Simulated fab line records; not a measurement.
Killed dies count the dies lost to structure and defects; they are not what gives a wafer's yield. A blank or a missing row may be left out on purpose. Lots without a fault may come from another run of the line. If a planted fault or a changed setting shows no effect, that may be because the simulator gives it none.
Which tool was responsible? | flow gf180mcu | Sampling: 6 lots, 18 wafers, 2 of 602 route steps

WHAT EACH GAUGE READ, for each wafer
GF_TOP_METAL_RS_MEAS_05: measures by four-point-probe.
lot  | measured     | on            | TOP_METAL_ALCU_RS (ohm/sq)
L998 | day 27 19:26 | film metro-02 | 0.0328 0.0330 0.0326
L100 | day 28 12:17 | film metro-03 | 0.0325 0.0330 0.0326
L102 | day 29 02:19 | film metro-03 | 0.0326 0.0321 0.0321
L105 | day 29 18:43 | film metro-02 | 0.0325 0.0321 0.0320
L108 | day 31 02:02 | film metro-02 | 0.0323 0.0320 0.0319
L118 | day 33 05:28 | film metro-01 | 0.0326 0.0332 0.0329

EACH LOT AND THE TOOL THAT RAN IT (in order: tool; ch and the chambers of the sampled wafers; start)
lot  | GF_V2_CVD_02
L998 | pecvd-01 ch 1,2, day 19 20:31
L100 | pecvd-04 ch 0,2, day 20 16:22
L102 | pecvd-02 ch 0,2, day 21 12:24
L105 | pecvd-04 ch 1,2, day 22 07:49
L108 | pecvd-04 ch 0,2, day 23 20:37
L118 | pecvd-01 ch 0,2, day 26 14:51
- GF_V2_CVD_02: deposits SiO2 from TEOS, target thk 850 nm, time 94.851 s.

THE ANSWER, worked out from the rows above alone
Rule: the lots themselves supply what counts as usual. Put in order of their means at a reading, lots are off if they are a third of the lots or fewer, leave a main group of 4 or more, and stand apart from it by a gap of 3 or more times the standard deviation of the main group's means; of several such gaps the widest counts. If all means in a main group match to the digits the tables above print for the reading, that group is not used. Also off: a lot with no number at a reading for which 4 or more lots have one. The other lots that the step has rows for count as sound.
No lot is off at any reading shown: from this, nothing can be told.

WHAT THE SIMULATOR HAD INSERTED
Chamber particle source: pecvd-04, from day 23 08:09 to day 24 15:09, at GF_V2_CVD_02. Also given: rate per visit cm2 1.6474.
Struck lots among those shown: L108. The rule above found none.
